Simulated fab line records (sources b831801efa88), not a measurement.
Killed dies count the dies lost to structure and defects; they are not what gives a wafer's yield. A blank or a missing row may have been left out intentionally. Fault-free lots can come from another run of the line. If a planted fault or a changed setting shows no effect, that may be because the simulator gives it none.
Which tool was responsible?    flow gf180mcu    at 1 step of a route of 602, 6 lots with 18 wafers sampled

== WHAT THE GAUGES READ, wafer by wafer ==
GF_V2_THK_MEAS_25: measures by xrf.
lot   measured      on             V2_W_THK (nm)
L544  day 20 13:37  film_metro-02  367 353 369
L547  day 21 19:19  film_metro-04  364 356 360
L550  day 22 20:50  film_metro-04  351 367 354
L557  day 25 08:43  film_metro-02  351 357 354
L563  day 27 10:44  film_metro-04  360 362 357
L564  day 27 17:13  film_metro-02  359 357 359

== WHICH TOOL RAN EACH LOT (tool, then ch and the chambers of the sampled wafers, then the start) ==
Before these readings, the record contains no process step.

== THE ANSWER, worked out from the rows above alone ==
Rule: what is usual is taken from the lots themselves. The widest of any qualifying gaps counts: lots, ordered by their means at a reading, are off when they make up no more than a third of the lots, leave a main group of 4 or more, and stand apart from it by 3 or more times the standard deviation of that group's means. The tables above print the reading to a certain number of digits; a main group whose means all agree to those digits is not used. A lot without any number at a reading at which 4 lots or more have one is off too. Where the step has rows for the other lots, those lots are counted as sound.
Across all readings shown, no lot is off: no conclusion can be drawn from this.

== WHAT WAS PUT IN BY THE SIMULATOR ==
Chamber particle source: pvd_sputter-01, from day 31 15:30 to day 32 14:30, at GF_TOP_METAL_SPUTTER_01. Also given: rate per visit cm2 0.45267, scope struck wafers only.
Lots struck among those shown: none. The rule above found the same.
